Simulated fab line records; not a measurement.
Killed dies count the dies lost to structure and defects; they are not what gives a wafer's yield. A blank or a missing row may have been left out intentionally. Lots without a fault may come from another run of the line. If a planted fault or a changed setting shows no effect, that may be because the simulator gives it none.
fab line records	flow gf180mcu
[record] lots = 24	wafers = 72	last_day = 34
route steps=602 shown V3@432 M4@471 M5@533 V5@545
lots untouched by any fault: they come from a run of this same line in which no faults occurred
start_h: start of the lot's first displayed wafer, in hours after the record's first day	wait_h: time in hours since the lot's previous step	" identical to the entry in the row above	L1.1+2: one row covering several wafers at once	- no value, or no start was given	* or withheld: withheld	< > ~ a bound
route shown NAME@n: NAME is a module with steps in the file, n the number in the route of the first one	usual: mean/standard deviation taken from wafers without a fault	same: alike in all rows	chamber/n: place in a boat	sites: each site's reading	_std_site: how widely they spread, as a standard deviation	_edge_site: the outer-site mean with the inner-site mean subtracted	radius_mm: for every site, how far away it sits from the centre of the wafer	mask NAME#n: copy n	behind: the tool/chamber that last shaped the wafer	hold: the reason the lot was held/the length of the hold in hours/how it ended	device: the n, p or np transistor that did not switch	end of line: at the end of the route, the tests of the same wafers	for a step that has no rows: nothing shown but its recipe	killed: not the wafer's yield, but the dies lost to structure and defects at the first sort	map: shows each die of a wafer: x if killed, . if not, _ if none is there
set.NAME: the setting the step ran with; set.NAME@STEP: the setting that earlier step ran with	model.NAME: the simulator's own value behind a step, which no gauge read
the route's steps for a sample of lots (tables are steps, rows are wafers)
services: when a tool's chamber went out of use (start_h, in hours from the record's first day, below 0 if earlier), for how many hours, and the reason
[[steps]]
[step GF_V3_THK_MEAS_03]
[recipe] reads = SiO2_of_V3_CVD_02
[usual] V3_CVD_02_THK = 850/11
lot.wafer	tool	chamber	start_h	wait_h	V3_CVD_02_THK[nm]
L074.2	film_metro-02	-	481.27	0.0	839
L074.5	"	-	"	"	853
L074.6	"	-	"	"	852
L075.2	film_metro-04	-	489.92	0.0	838
L075.5	"	-	"	"	855
L075.6	"	-	"	"	865
L076.1	film_metro-02	-	502.00	0.0	839
L076.2	"	-	"	"	839
L076.4	"	-	"	"	851
L077.1	film_metro-01	-	507.94	0.0	858
L077.3	"	-	"	"	858
L077.6	"	-	"	"	878
L078.2	film_metro-02	-	516.84	0.0	855
L078.3	"	-	"	"	844
L078.5	"	-	"	"	882
L079.1	film_metro-02	-	527.47	0.0	848
L079.3	"	-	"	"	830
L079.4	"	-	"	"	845
L080.2	film_metro-02	-	542.69	0.0	843
L080.4	"	-	"	"	870
L080.6	"	-	"	"	871
L081.1	film_metro-01	-	556.09	0.0	835
L081.2	"	-	"	"	841
L081.6	"	-	"	"	862
L082.1	film_metro-01	-	562.02	0.0	847
L082.2	"	-	"	"	841
L082.6	"	-	"	"	857
L083.2	film_metro-01	-	570.47	0.0	842
L083.4	"	-	"	"	860
L083.5	"	-	"	"	854
L084.1	film_metro-04	-	577.66	0.0	842
L084.4	"	-	"	"	851
L084.6	"	-	"	"	855
L085.2	film_metro-01	-	586.31	0.0	844
L085.3	"	-	"	"	839
L085.4	"	-	"	"	866
L086.1	film_metro-04	-	595.19	0.0	840
L086.5	"	-	"	"	854
L086.6	"	-	"	"	857
L087.1	film_metro-02	-	603.26	0.0	845
L087.5	"	-	"	"	851
L087.6	"	-	"	"	861
L088.1	film_metro-04	-	615.36	0.0	837
L088.2	"	-	"	"	850
L088.6	"	-	"	"	854
L089.3	film_metro-04	-	623.54	0.1	850
L089.4	"	-	"	"	861
L089.6	"	-	"	"	859
L090.1	film_metro-02	-	631.45	0.0	859
L090.2	"	-	"	"	846
L090.4	"	-	"	"	869
L091.2	film_metro-01	-	634.08	0.0	840
L091.5	"	-	"	"	862
L091.6	"	-	"	"	860
L092.2	film_metro-01	-	640.78	0.0	837
L092.3	"	-	"	"	837
L092.4	"	-	"	"	849
L093.3	film_metro-01	-	648.85	0.1	832
L093.5	"	-	"	"	859
L093.6	"	-	"	"	862
L094.1	film_metro-01	-	649.18	0.0	843
L094.5	"	-	"	"	852
L094.6	"	-	"	"	849
L095.2	film_metro-01	-	658.58	0.0	850
L095.5	"	-	"	"	856
L095.6	"	-	"	"	868
L097.2	film_metro-04	-	665.77	0.0	842
L097.3	"	-	"	"	841
L097.6	"	-	"	"	843
L096.3	film_metro-01	-	671.04	0.1	838
L096.4	"	-	"	"	857
L096.5	"	-	"	"	861
[step GF_M4_OVL_MEAS_15]
[usual] M4_OVL = 0/5.2
lot.wafer	tool	chamber	start_h	wait_h	M4_OVL[nm]
L074.2	overlay-01	-	530.65	0.1	0
L074.5	"	-	"	"	3
L074.6	"	-	"	"	5
L075.2	overlay-02	-	537.85	0.1	1
L075.5	"	-	"	"	-4
L075.6	"	-	"	"	2
L076.1	overlay-01	-	549.90	0.1	2
L076.2	"	-	"	"	-1
L076.4	"	-	"	"	0
L077.1	overlay-02	-	556.25	0.1	4
L077.3	"	-	"	"	0
L077.6	"	-	"	"	4
L078.2	overlay-02	-	567.06	0.1	-5
L078.3	"	-	"	"	-3
L078.5	"	-	"	"	-9
L079.1	overlay-01	-	574.20	0.1	7
L079.3	"	-	"	"	11
L079.4	"	-	"	"	10
L080.2	overlay-02	-	588.30	0.1	4
L080.4	"	-	"	"	4
L080.6	"	-	"	"	5
L081.1	overlay-02	-	601.45	0.1	2
L081.2	"	-	"	"	9
L081.6	"	-	"	"	7
L082.1	overlay-01	-	606.97	0.1	-7
L082.2	"	-	"	"	-11
L082.6	"	-	"	"	3
L083.2	overlay-01	-	615.08	0.1	-1
L083.4	"	-	"	"	-1
L083.5	"	-	"	"	-4
L084.1	overlay-02	-	621.80	0.1	-1
L084.4	"	-	"	"	2
L084.6	"	-	"	"	3
L085.2	overlay-01	-	630.76	0.1	1
L085.3	"	-	"	"	-1
L085.4	"	-	"	"	-3
L086.1	overlay-01	-	638.60	0.1	-9
L086.5	"	-	"	"	-4
L086.6	"	-	"	"	-7
L087.1	overlay-02	-	646.20	0.1	-1
L087.5	"	-	"	"	1
L087.6	"	-	"	"	9
L088.1	overlay-01	-	657.60	0.1	7
L088.2	"	-	"	"	8
L088.6	"	-	"	"	-2
L089.3	overlay-02	-	665.71	0.1	-5
L089.4	"	-	"	"	-5
L089.6	"	-	"	"	-1
L090.1	overlay-02	-	672.25	0.1	-12
L090.2	"	-	"	"	-10
L090.4	"	-	"	"	-6
L091.2	overlay-01	-	674.80	0.1	4
L091.5	"	-	"	"	3
L091.6	"	-	"	"	2
L092.2	overlay-01	-	682.11	0.1	-4
L092.3	"	-	"	"	-3
L092.4	"	-	"	"	-7
L093.3	overlay-01	-	688.87	0.1	2
L093.5	"	-	"	"	4
L093.6	"	-	"	"	5
L094.1	overlay-01	-	689.04	0.1	-4
L094.5	"	-	"	"	-1
L094.6	"	-	"	"	-3
L095.2	overlay-01	-	698.51	0.1	3
L095.5	"	-	"	"	-4
L095.6	"	-	"	"	6
L097.2	overlay-02	-	704.40	0.1	-7
L097.3	"	-	"	"	-1
L097.6	"	-	"	"	-2
L096.3	overlay-01	-	709.67	0.1	-1
L096.4	"	-	"	"	-4
L096.5	"	-	"	"	5
[step GF_M5_CD_MEAS_07]
[recipe] target_cd_nm = 280
[usual] cd_nm = 280.0/1.2
lot.wafer	tool	chamber	start_h	wait_h	cd_nm
L074.2	cd_sem-01	-	600.57	0.2	279.4
L074.5	"	-	"	"	279.4
L074.6	"	-	"	"	278.8
L075.2	cd_sem-02	-	606.22	0.1	280.7
L075.5	"	-	"	"	282.0
L075.6	"	-	"	"	280.3
L076.1	cd_sem-02	-	616.98	0.1	281.5
L076.2	"	-	"	"	281.4
L076.4	"	-	"	"	281.7
L077.1	cd_sem-01	-	623.69	0.1	278.9
L077.3	"	-	"	"	279.7
L077.6	"	-	"	"	278.6
L078.2	cd_sem-01	-	633.91	0.1	282.1
L078.3	"	-	"	"	282.3
L078.5	"	-	"	"	281.6
L079.1	cd_sem-01	-	639.93	0.1	280.3
L079.3	"	-	"	"	280.7
L079.4	"	-	"	"	279.9
L080.2	cd_sem-02	-	653.01	0.1	279.4
L080.4	"	-	"	"	279.7
L080.6	"	-	"	"	278.9
L081.1	cd_sem-01	-	665.09	0.1	281.1
L081.2	"	-	"	"	281.6
L081.6	"	-	"	"	281.8
L082.1	cd_sem-01	-	669.98	0.1	281.6
L082.2	"	-	"	"	281.2
L082.6	"	-	"	"	281.9
L083.2	cd_sem-01	-	677.37	0.1	280.1
L083.4	"	-	"	"	280.9
L083.5	"	-	"	"	279.6
L084.1	cd_sem-01	-	683.79	0.1	280.3
L084.4	"	-	"	"	278.7
L084.6	"	-	"	"	279.9
L085.2	cd_sem-02	-	691.20	0.1	281.4
L085.3	"	-	"	"	279.9
L085.4	"	-	"	"	281.8
L086.1	cd_sem-01	-	698.73	0.1	280.5
L086.5	"	-	"	"	280.2
L086.6	"	-	"	"	281.5
L087.1	cd_sem-01	-	706.89	0.1	278.8
L087.5	"	-	"	"	279.4
L087.6	"	-	"	"	279.6
L088.1	cd_sem-01	-	716.45	0.1	280.4
L088.2	"	-	"	"	279.0
L088.6	"	-	"	"	279.1
L089.3	cd_sem-01	-	724.58	0.1	279.3
L089.4	"	-	"	"	281.1
L089.6	"	-	"	"	278.2
L090.1	cd_sem-02	-	730.35	0.1	280.1
L090.2	"	-	"	"	279.6
L090.4	"	-	"	"	279.2
L091.2	cd_sem-02	-	732.87	0.1	280.8
L091.5	"	-	"	"	279.1
L091.6	"	-	"	"	279.6
L092.2	cd_sem-02	-	739.42	0.1	277.1
L092.3	"	-	"	"	277.2
L092.4	"	-	"	"	277.9
L093.3	cd_sem-01	-	745.22	0.1	280.0
L093.5	"	-	"	"	279.1
L093.6	"	-	"	"	279.2
L094.1	cd_sem-02	-	746.24	0.1	280.7
L094.5	"	-	"	"	279.8
L094.6	"	-	"	"	280.5
L095.2	cd_sem-02	-	754.25	0.1	278.4
L095.5	"	-	"	"	279.1
L095.6	"	-	"	"	278.0
L097.2	cd_sem-02	-	759.70	0.1	279.9
L097.3	"	-	"	"	280.1
L097.6	"	-	"	"	279.9
L096.3	cd_sem-02	-	764.58	0.1	280.1
L096.4	"	-	"	"	279.4
L096.5	"	-	"	"	280.3
[step GF_M5_STRIP_11]
[recipe] chemistry = O2/N2	power_w = 1400	pressure_mtorr = 1500	platen_temp_c = 250	o2_flow_sccm = 3000	n2_flow_sccm = 300	overash_fraction = 0.5
[usual] chamber_pressure_mTorr = 1499.7/1.4	drypump_motor_current_A = 6.01/0.29	heater_power_w = 349/26	oes_product_au = 0.522/0.0051	strip_time_to_endpoint_s = 7.03/0.055
lot.wafer	tool	chamber	start_h	wait_h	chamber_pressure_mTorr	drypump_motor_current_A	heater_power_w	oes_product_au	rf_hours_counter_h	strip_time_to_endpoint_s
L074.2	plasma_asher-02	1	600.86	0.1	1502.7	6.36	387	0.520	47	6.98
L074.5	"	0	"	"	1497.2	6.10	357	0.512	-	7.01
L074.6	"	1	"	"	1499.1	6.34	373	0.519	-	6.95
L075.2	plasma_asher-02	1	606.51	0.1	1499.4	6.33	377	0.526	47	6.97
L075.5	"	1	"	"	1498.8	6.34	377	0.514	-	6.98
L075.6	"	0	"	"	1498.4	6.12	355	0.515	-	6.99
L076.1	plasma_asher-02	1	617.42	0.2	1495.9	6.35	375	0.528	49	7.11
L076.2	"	0	"	"	1499.3	6.08	367	0.529	49	7.09
L076.4	"	1	"	"	1499.7	6.33	392	0.525	-	7.12
L077.1	plasma_asher-02	0	624.00	0.1	1501.6	6.06	356	0.517	49	6.99
L077.3	"	1	"	"	1502.1	6.39	386	0.515	-	6.98
L077.6	"	0	"	"	1498.8	6.07	356	0.518	-	6.94
L078.2	plasma_asher-04	0	634.20	0.1	1502.1	5.50	309	0.516	21	7.08
L078.3	"	1	"	"	1499.3	6.25	334	0.535	-	7.12
L078.5	"	1	"	"	1501.3	6.18	334	0.531	-	7.09
L079.1	plasma_asher-04	0	640.24	0.1	1497.8	5.51	317	0.516	22	6.93
L079.3	"	1	"	"	1501.9	6.19	332	0.523	-	7.07
L079.4	"	0	"	"	1498.5	5.50	324	0.521	-	7.02
L080.2	plasma_asher-01	0	653.30	0.1	1499.7	5.77	371	0.518	100	7.00
L080.4	"	0	"	"	1499.7	5.79	362	0.522	-	7.03
L080.6	"	1	"	"	1501.3	5.94	326	0.522	-	7.01
L081.1	plasma_asher-02	1	665.40	0.1	1501.2	6.33	386	0.527	54	7.14
L081.2	"	0	"	"	1502.8	6.12	360	0.529	54	7.06
L081.6	"	0	"	"	1500.9	6.08	360	0.519	-	7.13
L082.1	plasma_asher-01	1	670.29	0.1	1499.1	5.95	326	0.525	102	7.05
L082.2	"	0	"	"	1497.5	5.76	368	0.527	102	7.07
L082.6	"	1	"	"	1497.6	6.00	325	0.525	-	7.02
L083.2	plasma_asher-04	1	677.79	0.2	1499.5	6.16	331	0.520	26	7.00
L083.4	"	0	"	"	1501.4	5.47	317	0.519	-	6.98
L083.5	"	0	"	"	1500.1	5.50	316	0.512	-	7.01
L084.1	plasma_asher-02	0	684.10	0.1	1499.0	6.03	356	0.518	55	6.96
L084.4	"	0	"	"	1500.3	6.01	365	0.516	-	7.12
L084.6	"	1	"	"	1498.3	6.36	395	0.524	-	6.99
L085.2	plasma_asher-04	1	691.49	0.1	1499.1	6.20	318	0.520	27	7.02
L085.3	"	0	"	"	1501.0	5.47	317	0.516	-	7.01
L085.4	"	1	"	"	1499.6	6.20	336	0.526	-	7.08
L086.1	plasma_asher-04	0	699.04	0.1	1500.0	5.52	310	0.516	28	7.07
L086.5	"	0	"	"	1500.6	5.50	313	0.517	-	7.06
L086.6	"	1	"	"	1501.2	6.16	347	0.530	-	7.04
L087.1	plasma_asher-04	1	707.20	0.1	1501.0	6.21	335	0.527	29	7.02
L087.5	"	0	"	"	1503.0	5.52	310	0.516	-	6.99
L087.6	"	1	"	"	1498.4	6.18	337	0.515	-	6.98
L088.1	plasma_asher-02	1	716.76	0.1	1499.4	6.34	380	0.520	58	6.95
L088.2	"	0	"	"	1494.7	6.10	360	0.520	58	6.96
L088.6	"	1	"	"	1500.0	6.35	386	0.526	-	6.96
L089.3	plasma_asher-01	0	724.89	0.1	1502.7	5.74	364	0.519	-	6.97
L089.4	"	1	"	"	1500.7	5.94	314	0.517	-	6.95
L089.6	"	0	"	"	1499.3	5.75	375	0.526	-	6.98
L090.1	plasma_asher-04	0	730.66	0.1	1500.3	5.49	319	0.519	32	6.99
L090.2	"	1	"	"	1499.3	6.21	332	0.514	32	7.13
L090.4	"	1	"	"	1498.3	6.20	343	0.519	-	6.98
L091.2	plasma_asher-01	1	733.29	0.2	1499.9	5.95	313	0.518	108	7.12
L091.5	"	1	"	"	1498.5	5.94	319	0.528	-	7.09
L091.6	"	0	"	"	1499.0	5.77	356	0.515	-	7.06
L092.2	plasma_asher-02	1	739.71	0.1	1500.3	6.35	385	0.536	61	7.05
L092.3	"	0	"	"	1500.2	6.14	362	0.526	-	7.09
L092.4	"	1	"	"	1497.6	6.35	375	0.519	-	6.99
L093.3	plasma_asher-01	1	745.52	0.1	1498.7	5.96	318	0.521	-	7.08
L093.5	"	1	"	"	1501.1	5.95	321	0.532	-	7.10
L093.6	"	0	"	"	1498.6	5.74	358	0.516	-	7.00
L094.1	plasma_asher-02	0	746.55	0.1	1499.9	6.07	359	0.523	61	7.02
L094.5	"	1	"	"	1497.9	6.37	386	0.516	-	7.01
L094.6	"	0	"	"	1500.2	6.12	364	0.525	-	7.08
L095.2	plasma_asher-01	0	754.54	0.1	1499.0	5.74	363	0.521	1	7.01
L095.5	"	0	"	"	1500.1	5.75	361	0.530	-	7.04
L095.6	"	1	"	"	1501.7	5.96	322	0.524	-	7.03
L097.2	plasma_asher-04	1	759.99	0.1	1500.1	6.21	333	0.517	36	7.10
L097.3	"	1	"	"	1499.2	6.16	333	0.518	-	6.97
L097.6	"	0	"	"	1499.5	5.52	314	0.523	-	7.05
L096.3	plasma_asher-02	0	764.88	0.1	1499.3	6.10	364	0.530	-	7.12
L096.4	"	1	"	"	1500.6	6.31	377	0.527	-	7.06
L096.5	"	0	"	"	1499.2	6.08	362	0.529	-	7.10
[step GF_V5_BOW_MEAS_05]
[recipe] mode = bow
[usual] V5_BOW = 134/9.5
lot.wafer	tool	chamber	start_h	wait_h	V5_BOW[um]
L074.2	film_metro-02	-	602.03	0.3	153
L074.5	"	-	"	"	144
L074.6	"	-	"	"	145
L075.2	film_metro-01	-	607.64	0.3	131
L075.5	"	-	"	"	125
L075.6	"	-	"	"	123
L076.1	film_metro-02	-	618.53	0.2	123
L076.2	"	-	"	"	124
L076.4	"	-	"	"	129
L077.1	film_metro-01	-	625.10	0.2	148
L077.3	"	-	"	"	137
L077.6	"	-	"	"	138
L078.2	film_metro-01	-	635.32	0.3	127
L078.3	"	-	"	"	128
L078.5	"	-	"	"	128
L079.1	film_metro-04	-	641.38	0.1	122
L079.3	"	-	"	"	137
L079.4	"	-	"	"	137
L080.2	film_metro-02	-	654.45	0.2	130
L080.4	"	-	"	"	144
L080.6	"	-	"	"	136
L081.1	film_metro-01	-	666.50	0.1	143
L081.2	"	-	"	"	142
L081.6	"	-	"	"	140
L082.1	film_metro-01	-	671.68	0.1	142
L082.2	"	-	"	"	143
L082.6	"	-	"	"	138
L083.2	film_metro-02	-	679.00	0.2	139
L083.4	"	-	"	"	138
L083.5	"	-	"	"	147
L084.1	film_metro-04	-	685.23	0.2	137
L084.4	"	-	"	"	140
L084.6	"	-	"	"	131
L085.2	film_metro-01	-	692.65	0.3	136
L085.3	"	-	"	"	135
L085.4	"	-	"	"	133
L086.1	film_metro-01	-	700.20	0.2	121
L086.5	"	-	"	"	119
L086.6	"	-	"	"	127
L087.1	film_metro-02	-	708.33	0.2	127
L087.5	"	-	"	"	132
L087.6	"	-	"	"	122
L088.1	film_metro-04	-	717.91	0.2	132
L088.2	"	-	"	"	145
L088.6	"	-	"	"	134
L089.3	film_metro-02	-	726.07	0.2	129
L089.4	"	-	"	"	123
L089.6	"	-	"	"	133
L090.1	film_metro-01	-	731.89	0.2	134
L090.2	"	-	"	"	135
L090.4	"	-	"	"	112
L091.2	film_metro-01	-	734.50	0.3	145
L091.5	"	-	"	"	142
L091.6	"	-	"	"	128
L092.2	film_metro-02	-	740.86	0.2	128
L092.3	"	-	"	"	131
L092.4	"	-	"	"	134
L093.3	film_metro-01	-	746.66	0.2	116
L093.5	"	-	"	"	136
L093.6	"	-	"	"	120
L094.1	film_metro-01	-	747.68	0.1	139
L094.5	"	-	"	"	142
L094.6	"	-	"	"	141
L095.2	film_metro-04	-	755.67	0.2	152
L095.5	"	-	"	"	141
L095.6	"	-	"	"	158
L097.2	film_metro-01	-	761.42	0.1	116
L097.3	"	-	"	"	133
L097.6	"	-	"	"	126
L096.3	film_metro-01	-	766.07	0.3	126
L096.4	"	-	"	"	122
L096.5	"	-	"	"	133
[step GF_V5_ETCH_17]
[recipe] chemistry = C4F8/O2/Ar	mask_material = KrF	target = SiO2	stop_on = TiN	source_w = 1500	bias_w = 1200	pressure_mtorr = 40	c4f8_flow_sccm = withheld	O2_flow_sccm = 6	Ar_flow_sccm = 300	time_s = withheld	target_depth_a = 8550
[usual] chamber_pressure_mTorr = 40.00/0.035	oes_product_au = 0.860/0.0047
lot.wafer	tool	chamber	start_h	wait_h	chamber_pressure_mTorr	oes_product_au
L074.2	rie_diel-04	0	-	-	40.01	0.863
L074.5	"	2	"	"	39.96	0.867
L074.6	"	0	"	"	39.96	0.862
L075.2	rie_diel-01	1	-	-	40.01	0.859
L075.5	"	0	"	"	39.97	0.858
L075.6	"	1	"	"	39.97	0.863
L076.1	rie_diel-01	0	-	-	40.02	0.862
L076.2	"	3	"	"	40.01	0.856
L076.4	"	2	"	"	40.03	0.857
L077.1	rie_diel-03	0	-	-	39.98	0.850
L077.3	"	3	"	"	39.98	0.868
L077.6	"	3	"	"	40.02	0.859
L078.2	rie_diel-04	2	-	-	40.03	0.856
L078.3	"	1	"	"	40.01	0.867
L078.5	"	0	"	"	39.99	0.856
L079.1	rie_diel-04	1	-	-	39.91	0.858
L079.3	"	3	"	"	39.94	0.862
L079.4	"	2	"	"	40.04	0.861
L080.2	rie_diel-03	1	-	-	40.00	0.863
L080.4	"	3	"	"	39.98	0.866
L080.6	"	1	"	"	40.05	0.857
L081.1	rie_diel-01	1	-	-	40.03	0.861
L081.2	"	0	"	"	40.02	0.858
L081.6	"	0	"	"	39.94	0.847
L082.1	rie_diel-01	0	-	-	39.95	0.862
L082.2	"	1	"	"	40.03	0.866
L082.6	"	0	"	"	39.99	0.859
L083.2	rie_diel-01	1	-	-	40.02	0.869
L083.4	"	0	"	"	39.99	0.858
L083.5	"	1	"	"	40.02	0.850
L084.1	rie_diel-03	2	-	-	39.98	0.865
L084.4	"	0	"	"	39.99	0.860
L084.6	"	2	"	"	39.94	0.848
L085.2	rie_diel-04	1	-	-	39.96	0.856
L085.3	"	2	"	"	39.98	0.858
L085.4	"	0	"	"	39.98	0.855
L086.1	rie_diel-04	1	-	-	40.01	0.859
L086.5	"	2	"	"	39.99	0.859
L086.6	"	3	"	"	39.97	0.866
L087.1	rie_diel-04	2	-	-	39.94	0.865
L087.5	"	3	"	"	40.04	0.854
L087.6	"	2	"	"	39.97	0.858
L088.1	rie_diel-01	0	-	-	40.04	0.868
L088.2	"	2	"	"	40.03	0.863
L088.6	"	3	"	"	40.00	0.862
L089.3	rie_diel-01	1	-	-	39.98	0.861
L089.4	"	2	"	"	40.07	0.858
L089.6	"	3	"	"	39.97	0.859
L090.1	rie_diel-03	1	-	-	39.99	0.853
L090.2	"	3	"	"	39.98	0.866
L090.4	"	2	"	"	39.98	0.858
L091.2	rie_diel-01	0	-	-	40.03	0.855
L091.5	"	3	"	"	40.00	0.862
L091.6	"	2	"	"	40.04	0.858
L092.2	rie_diel-04	0	-	-	40.01	0.858
L092.3	"	3	"	"	40.02	0.867
L092.4	"	2	"	"	39.97	0.862
L093.3	rie_diel-01	3	-	-	39.98	0.858
L093.5	"	3	"	"	40.00	0.859
L093.6	"	2	"	"	39.94	0.856
L094.1	rie_diel-03	1	-	-	39.97	0.858
L094.5	"	0	"	"	39.98	0.858
L094.6	"	1	"	"	40.07	0.855
L095.2	rie_diel-04	3	-	-	40.04	0.854
L095.5	"	2	"	"	39.95	0.858
L095.6	"	3	"	"	39.97	0.852
L097.2	rie_diel-04	3	-	-	40.00	0.858
L097.3	"	1	"	"	40.02	0.859
L097.6	"	0	"	"	39.99	0.864
L096.3	rie_diel-01	0	-	-	39.99	0.860
L096.4	"	3	"	"	39.99	0.860
L096.5	"	3	"	"	40.00	0.862
[[services]]
tool	chamber	start_h	hours	kind
rie_diel-04	3	610.78	4.4	repair
rie_diel-04	1	622.39	4.1	repair
plasma_asher-04	-	629.43	2.8	pm
rie_diel-04	1	636.36	1.6	repair
rie_diel-01	1	666.85	-	clean
rie_diel-01	1	666.85	15.8	scheduled_down
rie_diel-01	1	666.85	15.8	vent_cycle
rie_diel-04	-	673.60	2.8	pm
plasma_asher-02	-	679.30	3.2	repair
rie_diel-03	1	682.17	9.0	repair
rie_diel-01	2	689.19	13.5	repair
plasma_asher-01	-	703.85	1.3	repair
rie_diel-03	-	721.99	4.5	repair
rie_diel-01	1	724.27	13.3	repair
rie_diel-03	0	727.01	-	clean
rie_diel-03	0	727.01	15.4	scheduled_down
plasma_asher-01	-	728.56	3.6	repair
plasma_asher-01	-	733.75	9.0	pm
plasma_asher-01	0	733.75	9.0	vent_cycle
plasma_asher-01	1	733.75	9.0	vent_cycle
plasma_asher-01	0	742.75	-	clean
plasma_asher-01	1	742.75	-	clean
rie_diel-03	-	754.18	2.8	pm
plasma_asher-01	-	755.73	7.9	repair
[[key]]
fault none
